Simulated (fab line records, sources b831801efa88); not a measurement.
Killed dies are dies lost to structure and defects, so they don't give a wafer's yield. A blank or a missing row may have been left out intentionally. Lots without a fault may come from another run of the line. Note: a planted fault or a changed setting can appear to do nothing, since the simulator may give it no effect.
Which tool is to blame? | flow sky130 | Sampling: 6 lots, 18 wafers, 3 of 708 route steps

## WHAT EACH GAUGE READ, for each wafer
SKY_LDD_N_OVL_MEAS_07.
lot  | measured     | on         | LDD_N_OVL (nm)
L405 | day 18 01:08 | overlay-01 | -1.3 -1.0 0.6
L407 | day 19 11:44 | overlay-02 | 41.5 41.2 42.1
L411 | day 20 13:26 | overlay-01 | -1.6 0.0 1.3
L414 | day 21 11:17 | overlay-02 | 43.3 45.2 43.0
L417 | day 22 11:20 | overlay-02 | -2.2 -1.4 -2.2
L426 | day 25 08:35 | overlay-01 | -1.7 -2.7 -2.0

## TOOL THAT RAN EACH LOT (tool first, then ch and the chambers of the sampled wafers, then the start)
lot  | SKY_VT_ADJUST_NCORE_STRIP_10         | SKY_LDD_N_EXPOSE_04
L405 | plasma_asher-01 ch 0,1, day 8 19:47  | iline_stepper-02 ch 0, day 17 10:31
L407 | plasma_asher-02 ch 0,1, day 9 12:39  | iline_stepper-01 ch 0, day 18 20:16
L411 | plasma_asher-03 ch 0,1, day 10 17:53 | iline_stepper-02 ch 0, day 19 22:04
L414 | plasma_asher-03 ch 0, day 11 11:33   | iline_stepper-01 ch 0, day 20 19:55
L417 | plasma_asher-03 ch 0,1, day 12 08:06 | iline_stepper-02 ch 0, day 21 20:26
L426 | plasma_asher-01 ch 0,1, day 14 21:44 | iline_stepper-02 ch 0, day 24 17:50
- SKY_VT_ADJUST_NCORE_STRIP_10: strips in O2/N2.
- SKY_LDD_N_EXPOSE_04: exposes mask NTM, target cd 840 nm.

## THE ANSWER, worked out from the rows above alone
Rule: the usual values come from the lots themselves. Put in order of their means at a reading, lots are off if they are a third of the lots or fewer, leave a main group of 4 or more, and stand apart from it by a gap of 3 or more times the standard deviation of the main group's means; of several such gaps the widest counts. If all means in a main group match to the digits the tables above print for the reading, that group is not used. A lot without any number at a reading at which 4 lots or more have one is off too. All remaining lots with rows at the step are treated as sound.
Off: L407, L414, seen at SKY_LDD_N_OVL_MEAS_07 (LDD_N_OVL). Main group: mean -1.2 nm, sd 0.87.
A tool fits if, at a process step before that reading, it ran every lot that is off, and no sound lot after the first of them. Gauges at SKY_LDD_N_OVL_MEAS_07: tried the same way as those tools. One candidate fits, namely iline_stepper-01 at SKY_LDD_N_EXPOSE_04. It ran no sound lot before its first lot that is off in this sample, so the start can't be narrowed down.

## WHAT THE SIMULATOR HAD PUT IN
Scanner matching overlay: iline_stepper-01, from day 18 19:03 on, at SKY_LDD_N_EXPOSE_04. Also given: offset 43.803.
Shown lots that were struck: L407, L414. The rule given above showed the same thing.
